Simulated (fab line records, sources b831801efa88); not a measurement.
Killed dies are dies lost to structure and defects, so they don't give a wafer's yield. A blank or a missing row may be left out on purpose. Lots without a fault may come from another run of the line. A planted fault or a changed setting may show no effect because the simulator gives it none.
Which tool did it? | flow sky130 | 6 lots, 18 wafers sampled, at 4 steps of a route of 708

WHAT THE GAUGES READ, wafer by wafer
SKY_POLY_GATE_OVL_MEAS_14.
lot  | measured     | on         | POLY_GATE_OVL (nm)
L112 | day 17 09:41 | overlay-02 | -11 -2 1
L116 | day 19 06:08 | overlay-01 | 3 7 -2
L120 | day 20 11:11 | overlay-02 | -4 -3 -10
L127 | day 22 22:35 | overlay-02 | 4 -2 2
L130 | day 23 17:28 | overlay-01 | -11 -10 -7
L133 | day 24 17:17 | overlay-02 | -10 0 -2

WHICH TOOL RAN EACH LOT (tool, then ch and the chambers of the sampled wafers, then the start)
lot  | SKY_SONOS_ONO_STRIP_17               | SKY_GATE_OXIDE_STRIP_13              | SKY_POLY_GATE_SOFTBAKE_09
L112 | plasma_asher-02 ch 0,1, day 13 05:25 | plasma_asher-04 ch 0,1, day 14 09:48 | litho_track-01 ch 0, day 16 19:00
L116 | plasma_asher-01 ch 0,1, day 15 06:40 | plasma_asher-03 ch 0,1, day 16 12:05 | litho_track-01 ch 0, day 18 13:00
L120 | plasma_asher-02 ch 0,1, day 16 05:31 | plasma_asher-02 ch 0,1, day 17 11:21 | litho_track-03 ch 0, day 19 19:00
L127 | plasma_asher-04 ch 0,1, day 18 18:38 | plasma_asher-04 ch 0,1, day 20 03:16 | litho_track-02 ch 0, day 22 06:00
L130 | plasma_asher-01 ch 0,1, day 19 10:58 | plasma_asher-03 ch 0,1, day 20 23:55 | litho_track-03 ch 0, day 23 02:00
L133 | plasma_asher-01 ch 0,1, day 20 15:17 | plasma_asher-02 ch 0,1, day 21 23:54 | litho_track-01 ch 0, day 24 02:00
- SKY_SONOS_ONO_STRIP_17: strips in O2/N2.
- SKY_GATE_OXIDE_STRIP_13: strips in O2/N2.
- SKY_POLY_GATE_SOFTBAKE_09: time 90 s.

THE ANSWER, worked out from the rows above alone
Rule: what is usual is taken from the lots themselves. Put in order of their means at a reading, lots are off if they are a third of the lots or fewer, leave a main group of 4 or more, and stand apart from it by a gap of 3 or more times the standard deviation of the main group's means; of several such gaps the widest counts. A main group whose means are all the same, to the digits that the tables above print for the reading, isn't used. A lot without any number at a reading at which 4 lots or more have one is off too. The other lots that the step has rows for count as sound.
No lot is off at any reading shown: from this, nothing can be told.

WHAT THE SIMULATOR HAD PUT IN
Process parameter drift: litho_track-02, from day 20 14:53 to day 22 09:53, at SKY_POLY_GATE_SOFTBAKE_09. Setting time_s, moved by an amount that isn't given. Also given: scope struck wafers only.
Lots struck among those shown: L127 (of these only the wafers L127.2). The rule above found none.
